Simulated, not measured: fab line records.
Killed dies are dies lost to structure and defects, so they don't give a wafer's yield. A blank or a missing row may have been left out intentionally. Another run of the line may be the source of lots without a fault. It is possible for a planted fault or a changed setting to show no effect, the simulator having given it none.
Lot-split experiment ; flow sfq line ; on a route of 325 steps: 5 lots, 23 wafers read

## THE SPLIT
At SFQ_TRILAYER_I7_DEP_PECVD_183 (deposits SiO2 from SiH4/N2O, time 111.11 s, target thk 500 nm), the setting time s was moved away from the recipe's 111.11 s on 5 of the 23 wafers read, by -9.1% to +11.2%. This setting was run at the recipe's value on the other wafers.

The split's own step is where the reading is taken.

## THE READING
SiO2_of_TRILAYER_I7_DEP_PECVD_183.thk nm (the simulator's own value, which no gauge read), in nm, at SFQ_TRILAYER_I7_DEP_PECVD_183 (deposits SiO2 from SiH4/N2O, time 111.11 s, target thk 500 nm). There is no usual value for it anywhere in the file. Across the 18 wafers here that went through the recipe, the average is 502.2 nm and the standard deviation 4.5 nm.

wafer;tool, chamber at the split;time s as run, s;against the recipe;SiO2_of_TRILAYER_I7_DEP_PECVD_183.thk nm, nm;against lot-mates on the recipe
L076.1;pecvd-01, 1;111.11;recipe;501.8;-
L076.2;pecvd-01, 0;111.11;recipe;498.7;-
L076.3;pecvd-01, 2;111.11;recipe;498;-
L076.4;pecvd-01, 2;111.11;recipe;505.1;-
L076.6;pecvd-01, 0;111.11;recipe;508.3;-
L078.1;pecvd-02, 2;101;-9.1%;447.9;-53.1
L078.2;pecvd-02, 0;111.11;recipe;499.6;-
L078.4;pecvd-02, 0;101;-9.1%;461.4;-39.6
L078.5;pecvd-02, 1;101;-9.1%;464.1;-36.9
L078.6;pecvd-02, 2;111.11;recipe;502.4;-
L079.2;pecvd-01, 1;111.11;recipe;504.5;-
L079.3;pecvd-01, 2;123.6;+11.2%;557.8;+50.4
L079.4;pecvd-01, 2;111.11;recipe;509.7;-
L079.5;pecvd-01, 0;123.6;+11.2%;568.8;+61.4
L079.6;pecvd-01, 1;111.11;recipe;507.9;-
L080.3;pecvd-01, 1;111.11;recipe;496.7;-
L080.5;pecvd-01, 0;111.11;recipe;497.9;-
L080.6;pecvd-01, 2;111.11;recipe;507.8;-
L084.1;pecvd-02, 2;111.11;recipe;498.8;-
L084.6;pecvd-02, 2;111.11;recipe;498.8;-
L084.2;pecvd-02, 0;111.11;recipe;494.6;-
L084.3;pecvd-02, 1;111.11;recipe;506.9;-
L084.5;pecvd-02, 0;111.11;recipe;501.3;-

FIT RESULTS
A straight line over all 23 wafers: SiO2_of_TRILAYER_I7_DEP_PECVD_183.thk nm changes by +5.17 nm for each +1% of time s; r = +0.98; the points scatter about the line by 5.4 nm.
The same after taking each lot's own level away (the mean of its wafers on the recipe; 23 wafers): +4.87 nm for each +1%; r = +0.98; scatter 4.7 nm.
On that fit, the largest move of time s shifts the reading by 55 nm.
The lots' own levels span 500.08 to 507.37 nm, that is 1.6 times the standard deviation above.
The two slopes are in agreement: the lot-to-lot level therefore moves the slope only a little.
Check: for one of the wafers moved furthest among these (+11.2%), held out of the fit, the line's prediction against its lot-mates is +56.9 nm. It came out at +50.4 nm against them.

## THE WHOLE CHAIN: every reading that the file lists as answering this split, in the file's order
step;what it does;reading;change (the file's fit);r (the file's)
SFQ_TRILAYER_I7_DEP_PECVD_183;deposits SiO2 from SiH4/N2O, time 111.11 s, target thk 500 nm;SiO2_of_TRILAYER_I7_DEP_PECVD_183.thk nm (the simulator's own value, which no gauge read);+4.89 nm for each +1% of the setting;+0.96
SFQ_TRILAYER_I7_CMP_CMP_184;polishes SiO2;time to endpoint s;withheld for each +1% of the setting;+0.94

## THE FILE'S OWN FIT
SiO2_of_TRILAYER_I7_DEP_PECVD_183.thk nm changes by +4.89 nm for each +1% of time s, r = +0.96.
